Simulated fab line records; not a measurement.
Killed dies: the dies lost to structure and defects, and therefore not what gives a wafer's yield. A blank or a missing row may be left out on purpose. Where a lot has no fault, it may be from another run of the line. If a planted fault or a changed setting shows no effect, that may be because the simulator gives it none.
fab line records	flow sky130
[record] lots = 6	wafers = 18	lastDay = 51
route steps=708 shown CAP2M@620 METAL4@621 PAD_OPEN@708
lots that met no fault: taken from a fault-free run of the same line
startH: hours from the record's first day to the start of the lot's first wafer shown	waitH: hours since the lot's step before	" unchanged from the row above	L1.1+2: a single row standing in for several wafers	- value missing, or start not given	* or withheld: withheld	< > ~ a bound
route shown NAME@n: a module of which the file shows steps, and the number in the route of the first	usual: mean/standard deviation of fault-free wafers	same: alike in all rows	chamber/n: place in a boat	sites: the reading at each site	_std_site: standard deviation of those values	_edge_site: mean of outer sites minus mean of inner sites	radiusMm: for every site, how far away it sits from the centre of the wafer	mask NAME#n: copy n	behind: the most recent tool/chamber to have shaped the wafer	hold: why the lot was held/for how many hours/how that ended	device: which transistor (n, p or np) failed to switch	end of line: tests run on the same wafers once the route is complete	a step without rows: its recipe alone	killed: dies lost to structure and defects at the first sort, not the wafer's yield	map: dies across one wafer; x = killed, . = not, _ = none there
set.NAME: the setting that was run; set.NAME@STEP: the one run at that earlier step	model.NAME: the simulator's own value behind a step, which no gauge read
a table for each step, a row for each wafer; lots at some steps of the route
services: when a tool's chamber went out of use (startH, in hours from the record's first day, below 0 if earlier), for how many hours, and the reason
[[steps]]
[step SKY_CAP2M_CLEAN_17]
[recipe] chemistry = O3/DIW	dry = n2Spin
[step SKY_METAL4_DEHYDRATE_05]
[recipe] tempC = 200	timeS = 60
[step SKY_METAL4_HMDS_06]
[recipe] primeTimeS = 60	primeTempC = 120
[step SKY_METAL4_COAT_07]
[recipe] resist = BARC	tempC = withheld	timeS = withheld	spinRpm = 3000	resistThkNm = 60
[step SKY_METAL4_COAT_08]
[recipe] resist = KrF-thick	spinRpm = 3000	resistThkNm = 1140
[step SKY_METAL4_SOFTBAKE_09]
[recipe] tempC = 100	timeS = 90	resist = KrF-thick
[step SKY_METAL4_EXPOSE_10]
[recipe] maskId = MM4	na = 0.68	sourceShape = annular	sigmaInner = 0.4	sigmaOuter = 0.8	targetCdNm = 300	doseMj = 28
[step SKY_METAL4_PEB_11]
[recipe] pebTempC = withheld	pebTimeS = withheld	resist = KrF-thick
[step SKY_METAL4_DEVELOP_12]
[recipe] developTimeS = 60	resist = KrF-thick	devTempC = 21
[step SKY_METAL4_CD_MEAS_13]
[recipe] targetCdNm = 300
[usual] cdNm = 299.9/1.6
lot.wafer	tool	chamber	startH	waitH	cdNm
L557.2	cdSem-01	-	1006.66	-	300.2
L557.3	"	-	"	"	300.9
L557.6	"	-	"	"	301.6
L561.4	cdSem-01	-	1021.60	-	297.8
L561.5	"	-	"	"	297.5
L561.6	"	-	"	"	296.4
L570.2	cdSem-02	-	1091.63	-	298.7
L570.3	"	-	"	"	299.5
L570.6	"	-	"	"	299.7
L574.4	cdSem-02	-	1117.92	-	297.3
L574.5	"	-	"	"	297.5
L574.6	"	-	"	"	299.1
L578.3	cdSem-01	-	1133.23	-	300.3
L578.4	"	-	"	"	299.7
L578.6	"	-	"	"	301.3
L580.2	cdSem-01	-	1145.06	-	299.2
L580.3	"	-	"	"	299.4
L580.5	"	-	"	"	299.7
[step SKY_METAL4_OVL_MEAS_14]
[usual] METAL4_OVL = 1/4.9
lot.wafer	tool	chamber	startH	waitH	METAL4_OVL[nm]
L557.2	overlay-01	-	1006.77	0.1	-6
L557.3	"	-	"	"	-3
L557.6	"	-	"	"	-3
L561.4	overlay-01	-	1021.68	0.1	2
L561.5	"	-	"	"	-1
L561.6	"	-	"	"	-1
L570.2	overlay-02	-	1091.74	0.1	8
L570.3	"	-	"	"	9
L570.6	"	-	"	"	2
L574.4	overlay-01	-	1118.00	0.1	-2
L574.5	"	-	"	"	5
L574.6	"	-	"	"	-2
L578.3	overlay-01	-	1133.32	0.1	0
L578.4	"	-	"	"	-1
L578.6	"	-	"	"	-7
L580.2	overlay-01	-	1145.17	0.1	2
L580.3	"	-	"	"	6
L580.5	"	-	"	"	-1
[step SKY_METAL4_DESCUM_15]
[recipe] chemistry = O2	sourcePowerW = 150	biasPowerW = 0	pressureMtorr = 10	tempC = 40	timeS = 8
[usual] drypumpMotorCurrentA = 5.5/0.44	oesProductAu = 0.995/0.013
lot.wafer	tool	chamber	startH	waitH	drypumpMotorCurrentA	oesProductAu	rfHoursCounterH
L557.2	rieMetal-02	1	1006.80	0.0	5.8	1.002	18
L557.3	"	1	"	"	5.8	1.000	-
L557.6	"	0	"	"	6.3	0.976	-
L561.4	rieMetal-03	1	1021.71	0.0	5.1	1.012	-
L561.5	"	1	"	"	5.1	0.998	-
L561.6	"	0	"	"	5.1	1.001	-
L570.2	rieMetal-02	0	1091.77	0.0	6.2	0.978	21
L570.3	"	1	"	"	5.8	1.007	-
L570.6	"	1	"	"	5.8	1.009	-
L574.4	rieMetal-02	1	1118.03	0.0	5.8	1.003	-
L574.5	"	1	"	"	5.8	1.005	-
L574.6	"	0	"	"	6.2	0.981	-
L578.3	rieMetal-01	1	1133.36	0.0	5.9	0.988	-
L578.4	"	0	"	"	5.3	0.977	-
L578.6	"	1	"	"	5.9	0.990	-
L580.2	rieMetal-01	1	1145.20	0.0	5.9	0.997	26
L580.3	"	1	"	"	5.9	0.994	-
L580.5	"	0	"	"	5.3	0.979	-
[step SKY_METAL4_ETCH_16]
[recipe] chemistry = N2/H2	target = BARC	ionEnergyEv = 200	biasW = 100	pressureMtorr = 30	n2FlowSccm = 100	h2FlowSccm = 200	icpW = 500	stopOn = SiO2	timeS = 88.2	targetDepthA = 600
[usual] drypumpMotorCurrentA = 5.6/0.44	oesProductAu = 0.625/0.0044	throttleValvePct = 13.205/0.01
lot.wafer	tool	chamber	startH	waitH	drypumpMotorCurrentA	oesProductAu	rfHoursCounterH	throttleValvePct	model.KrF-thick_of_METAL4_COAT_08.thkNm	model.METAL4.cdNm
L557.2	rieMetal-02	1	1006.83	0.0	5.8	0.633	18	13.193	1075	299.9
L557.3	"	1	"	"	5.8	0.632	-	13.199	1078	301.3
L557.6	"	0	"	"	6.2	0.630	-	13.211	1080	301.1
L561.4	rieMetal-03	1	1021.76	0.0	5.1	0.629	-	13.217	1078	299.5
L561.5	"	1	"	"	5.1	0.626	-	13.214	1077	298.5
L561.6	"	0	"	"	5.1	0.620	-	13.188	1077	298.2
L570.2	rieMetal-02	0	1091.80	0.0	6.3	0.630	21	13.228	1095	305.3
L570.3	"	1	"	"	5.8	0.629	-	13.191	1092	306.7
L570.6	"	1	"	"	5.8	0.620	-	13.211	1093	305.7
L574.4	rieMetal-02	1	1118.09	0.0	5.8	0.621	-	13.204	1094	304.1
L574.5	"	1	"	"	5.8	0.628	-	13.195	1093	304.1
L574.6	"	0	"	"	6.2	0.627	-	13.212	1095	304.7
L578.3	rieMetal-01	1	1133.41	0.0	5.9	0.621	-	13.200	1079	300.2
L578.4	"	0	"	"	5.3	0.618	-	13.195	1079	301.7
L578.6	"	1	"	"	5.9	0.622	-	13.203	1079	301.9
L580.2	rieMetal-01	1	1145.23	0.0	5.9	0.624	26	13.207	1079	299.1
L580.3	"	1	"	"	5.9	0.620	-	13.214	1078	298.5
L580.5	"	0	"	"	5.3	0.623	-	13.217	1079	301.8
[step SKY_METAL4_ETCH_17]
[recipe] target = SiO2	stopOn = TiN	chemistry = C4F8/O2/Ar	sourceW = 1500	biasW = 1200	pressureMtorr = 40	c4f8FlowSccm = withheld	O2_flow_sccm = 6	Ar_flow_sccm = 300	timeS = 3.9	targetDepthA = 150
[usual] oesProductAu = 0.754/0.0071
lot.wafer	tool	chamber	startH	waitH	oesProductAu	rfHoursCounterH	model.METAL4.cdNm
L557.2	rieDiel-04	2	1006.93	0.1	0.753	7	299.8
L557.3	"	1	"	"	0.758	11	301.3
L557.6	"	1	"	"	0.759	-	301.1
L561.4	rieDiel-03	2	1021.84	0.0	0.756	-	299.5
L561.5	"	3	"	"	0.748	-	298.5
L561.6	"	1	"	"	0.753	-	298.4
L570.2	rieDiel-04	0	1091.90	0.1	0.752	8	305.3
L570.3	"	3	"	"	0.743	16	306.7
L570.6	"	3	"	"	0.753	-	305.6
L574.4	rieDiel-01	3	1118.15	0.0	0.742	9	304.3
L574.5	"	3	"	"	0.747	-	304.2
L574.6	"	0	"	"	0.763	-	304.8
L578.3	rieDiel-01	3	1133.48	0.0	0.770	10	300.4
L578.4	"	1	"	"	0.748	22	301.7
L578.6	"	3	"	"	0.761	-	302
L580.2	rieDiel-04	3	1145.33	0.1	0.749	18	299.1
L580.3	"	1	"	"	0.749	16	298.5
L580.5	"	1	"	"	0.757	-	301.8
[step SKY_METAL4_METAL_ETCH_18]
[recipe] targetDepthA = 8450	stopOn = SiO2	overEtchFrac = 0.3	timeS = 183.1	chemistry = Cl2/BCl3	resistSidewallDeg = 88	pressureMtorr = 10	icpW = 900	biasW = 48.5	Cl2_flow_sccm = 60	bcl3FlowSccm = 30
[usual] drypumpMotorCurrentA = 5.6/0.4	oesProductAu = 0.867/0.0072	throttleValvePct = 22.265/0.0091
lot.wafer	tool	chamber	startH	waitH	drypumpMotorCurrentA	oesProductAu	rfHoursCounterH	throttleValvePct	model.KrF-thick_of_METAL4_COAT_08.thkNm
L557.2	rieMetal-03	0	1006.95	0.0	5.2	0.857	14	22.274	529.1
L557.3	"	0	"	"	5.2	0.869	-	22.264	535.1
L557.6	"	1	"	"	5.1	0.853	-	22.256	529.4
L561.4	rieMetal-02	1	1021.90	0.1	5.8	0.859	-	22.257	529.4
L561.5	"	1	"	"	5.8	0.868	-	22.251	530.6
L561.6	"	0	"	"	6.2	0.863	-	22.264	545.9
L570.2	rieMetal-01	1	1091.92	0.0	5.9	0.861	22	22.260	546
L570.3	"	0	"	"	5.4	0.869	-	22.265	554.2
L570.6	"	0	"	"	5.3	0.871	-	22.265	557.1
L574.4	rieMetal-03	1	1118.23	0.1	5.1	0.855	-	22.253	535.3
L574.5	"	0	"	"	5.2	0.864	-	22.268	562.4
L574.6	"	1	"	"	5.1	0.866	-	22.274	537.1
L578.3	rieMetal-03	1	1133.56	0.1	5.1	0.866	-	22.269	517.5
L578.4	"	0	"	"	5.2	0.849	-	22.265	537.3
L578.6	"	1	"	"	5.1	0.860	-	22.272	521.8
L580.2	rieMetal-02	0	1145.35	0.0	6.2	0.876	25	22.263	551
L580.3	"	1	"	"	5.8	0.867	-	22.243	530
L580.5	"	1	"	"	5.8	0.866	-	22.273	530
[step SKY_METAL4_STRIP_19]
[recipe] chemistry = O2/N2	powerW = 1400	pressureMtorr = 1500	platenTempC = withheld	o2FlowSccm = 3000	n2FlowSccm = 300	overashFraction = 0.5
[usual] drypumpMotorCurrentA = 6.1/0.46	oesProductAu = 0.505/0.0061	stripTimeToEndpointS = 6.61/0.11
lot.wafer	tool	chamber	startH	waitH	drypumpMotorCurrentA	oesProductAu	rfHoursCounterH	stripTimeToEndpointS
L557.2	plasmaAsher-01	1	1007.12	0.1	6.5	0.500	92	6.55
L557.3	"	0	"	"	6.4	0.508	-	6.60
L557.6	"	1	"	"	6.5	0.500	-	6.54
L561.4	plasmaAsher-01	1	1022.06	0.1	6.4	0.500	-	6.55
L561.5	"	1	"	"	6.5	0.502	-	6.57
L561.6	"	0	"	"	6.4	0.508	-	6.73
L570.2	plasmaAsher-03	1	1092.09	0.1	6.4	0.510	2	6.73
L570.3	"	0	"	"	5.3	0.520	-	6.81
L570.6	"	0	"	"	5.3	0.511	-	6.84
L574.4	plasmaAsher-04	0	1118.38	0.1	5.5	0.504	-	6.63
L574.5	"	1	"	"	5.6	0.512	-	6.89
L574.6	"	0	"	"	5.5	0.516	-	6.65
L578.3	plasmaAsher-01	0	1133.71	0.1	6.4	0.502	-	6.43
L578.4	"	1	"	"	6.5	0.516	-	6.64
L578.6	"	0	"	"	6.4	0.507	-	6.49
L580.2	plasmaAsher-04	1	1145.52	0.1	5.7	0.510	40	6.78
L580.3	"	0	"	"	5.5	0.507	-	6.57
L580.5	"	0	"	"	5.5	0.503	-	6.57
[step SKY_PAD_OPEN_PROBE_99]
[usual] defectLimitedYield = 82.4/1.8	killed_at_M0_to_M3 = 43/6.6	killed_at_M4_up = 3.1/1.9	killedAtContacts = 24/5.2	killedAtFrontEnd = 16/4.5	killedAtOther = 0.4/0.62	killedDies = 87/9	killedOpen = 48/7	killedShort = 39/6.2	sort_bin_3_pad_short = 0.9/0.44	sort_bin_5_function = 10.3/1.3	sort_bin_6_memory = 6.5/1.1	sortNPass = 405/9	sortYieldPct = 82.4/1.8
[same] grossDies = 492	killedAtBackSide = 0	sort_bin_4_leakage[%] = 0	sort_bin_8_speed[%] = 0
lot.wafer	tool	chamber	startH	waitH	defectLimitedYield[%]	killed_at_M0_to_M3	killed_at_M4_up	killedAtContacts	killedAtFrontEnd	killedAtOther	killedDies	killedOpen	killedShort	sort_bin_3_pad_short[%]	sort_bin_5_function[%]	sort_bin_6_memory[%]	sortNPass	sortYieldPct[%]
L557.2	prober-02	-	1103.24	0.1	84.3	39	3	17	18	0	77	44	33	0.4	9.3	5.9	415	84.3
L557.3	prober-02	-	1103.29	0.2	83.7	40	1	25	14	0	80	43	37	0.8	10.0	5.5	412	83.7
L557.6	prober-02	-	1103.44	0.2	84.1	34	7	23	13	1	78	35	42	0.4	10.4	5.1	414	84.1
// killed by level:class
L557.2 LI_CONTACT:geometricParticle:open=7 VIA1:geometricParticle:open=6 POLY_GATE:geometricParticle:open=6 VIA2:geometricParticle:open=6 METAL2:geometricParticle:short=5 CONTACT:geometricParticle:open=4 FIELD_ISO:geometricParticle:open=4 VIA1:geometricParticle:short=4
L557.3 METAL1:geometricParticle:short=12 CONTACT:geometricParticle:open=11 VIA1:geometricParticle:open=10 LOCAL_INTERCONNECT:geometricParticle:short=6 VIA2:geometricParticle:open=6 VIA1:geometricParticle:short=5 POLY_GATE:geometricParticle:open=4 CONTACT:geometricParticle:short=4
L557.6 CONTACT:geometricParticle:open=9 CONTACT:geometricParticle:short=7 POLY_GATE:geometricParticle:short=6 METAL4:geometricParticle:short=5 METAL1:geometricParticle:short=5 VIA1:geometricParticle:open=5 VIA2:geometricParticle:open=5 VIA3:geometricParticle:open=5
[[services]]
tool	chamber	startH	hours	kind
rieDiel-03	0	1012.27	-	clean
rieDiel-03	0	1012.27	16.3	scheduledDown
rieDiel-03	0	1012.27	16.3	ventCycle
rieDiel-01	0	1027.72	2.6	repair
rieDiel-03	-	1028.05	0.4	repair
rieDiel-04	2	1038.60	8.5	repair
rieDiel-03	3	1039.49	2.2	repair
rieDiel-01	0	1044.58	5.7	repair
plasmaAsher-03	-	1055.25	9.0	pm
plasmaAsher-03	0	1055.25	9.0	ventCycle
plasmaAsher-03	1	1055.25	9.0	ventCycle
rieDiel-03	1	1058.59	1.6	repair
rieDiel-04	2	1058.72	13.5	repair
rieDiel-04	3	1064.12	3.3	repair
plasmaAsher-03	0	1064.25	-	clean
plasmaAsher-03	-	1076.97	12.3	repair
rieDiel-03	-	1078.68	1.5	repair
rieDiel-01	-	1093.38	2.8	pm
plasmaAsher-03	-	1095.47	7.5	repair
rieDiel-04	3	1097.11	21.6	repair
rieMetal-03	0	1100.75	2.8	repair
rieDiel-04	-	1103.98	0.4	repair
rieDiel-03	0	1104.20	5.0	repair
rieDiel-03	2	1138.17	5.0	repair
[[key]]
firstSign none at tools or gauges
[modelEffect] step = SKY_METAL4_ETCH_16	value = KrF-thick_of_METAL4_COAT_08.thkNm	without = 1075	struck = 1094
[modelEffect] step = SKY_METAL4_ETCH_17	value = METAL4.cdNm	without = 299	struck = 305.2
[modelEffect] step = SKY_METAL4_METAL_ETCH_18	value = KrF-thick_of_METAL4_COAT_08.thkNm	without = 530.1	struck = 548.7
metAt SKY_METAL4_ETCH_16
struckWafers L570.2,L570.3,L570.6,L574.4,L574.5,L574.6
onsetBetween 1006.83 1091.80
alsoFits SKY_METAL4_DESCUM_15:rieMetal-02
[fault] kind = processParameterDrift	tool = rieMetal-02	chamber = -	onsetH = 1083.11	steps = SKY_METAL4_ETCH_16	channel = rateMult	offset = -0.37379	shape = step	endH = 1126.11
